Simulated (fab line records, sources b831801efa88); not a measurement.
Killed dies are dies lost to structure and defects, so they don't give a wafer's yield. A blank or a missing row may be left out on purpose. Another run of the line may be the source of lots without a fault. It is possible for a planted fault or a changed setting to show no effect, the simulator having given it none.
Chamber matching + flow sky130 + SKY_FIELD_ISO_ETCH_17 on rie-si-01 has 4 sister chambers
The step etches Si in HBr/Cl2/O2, target depth 342 nm, time 97.7 s. 7 wafers are shown with their chamber, then 6 later ones without.

WAFERS PAIRED WITH THEIR CHAMBERS
| wafer  | chamber | drypump-motor-current-A (A) | run-length-s (s) |
|--------|---------|-----------------------------|------------------|
| L939.5 | 1       | 5.8                         | 125.7            |
| L942.4 | 1       | 5.7                         | 125.5            |
| L949.1 | 3       | 5.5                         | 126.4            |
| L949.4 | 2       | 6.0                         | 126.1            |
| L950.2 | 2       | 6.0                         | 126.1            |
| L950.3 | 3       | 5.6                         | 126.4            |
| L950.4 | 0       | 4.7                         | 125.8            |

WAFERS WITH NO CHAMBER GIVEN
| wafer  | drypump-motor-current-A (A) | run-length-s (s) |
|--------|-----------------------------|------------------|
| L952.2 | 4.7                         | 126.1            |
| L952.3 | 5.6                         | 126.3            |
| L952.6 | 5.6                         | 126.8            |
| L958.2 | 5.8                         | 125.6            |
| L958.4 | 4.7                         | 126.1            |
| L958.6 | 6.1                         | 126.3            |

THE CHAMBER EACH PASSED THROUGH
| wafer  | from the rows above | in truth |
|--------|---------------------|----------|
| L952.2 | 0                   | 0        |
| L952.3 | 3                   | 3        |
| L952.6 | 3                   | 3        |
| L958.2 | 1                   | 1        |
| L958.4 | 0                   | 0        |
| L958.6 | 2                   | 2        |
Correct placement for 6 of the 6. Can't be placed from these rows: 0. Placed wrongly: 0.
How it was worked out, from the rows above alone: a wafer's distance from a chamber is the root of the sum, over the readings, of the square of ((its reading less the chamber's mean) divided by the reading's scatter). The wafer belongs to the nearest chamber; if the next one is less than 2 further off, it can't be placed. The mean given for a chamber averages the wafers shown for that chamber. The scatter: take each reading less its chamber's mean, square it, sum over the shown wafers, divide by the number of wafers less the number of chambers, and take the root.
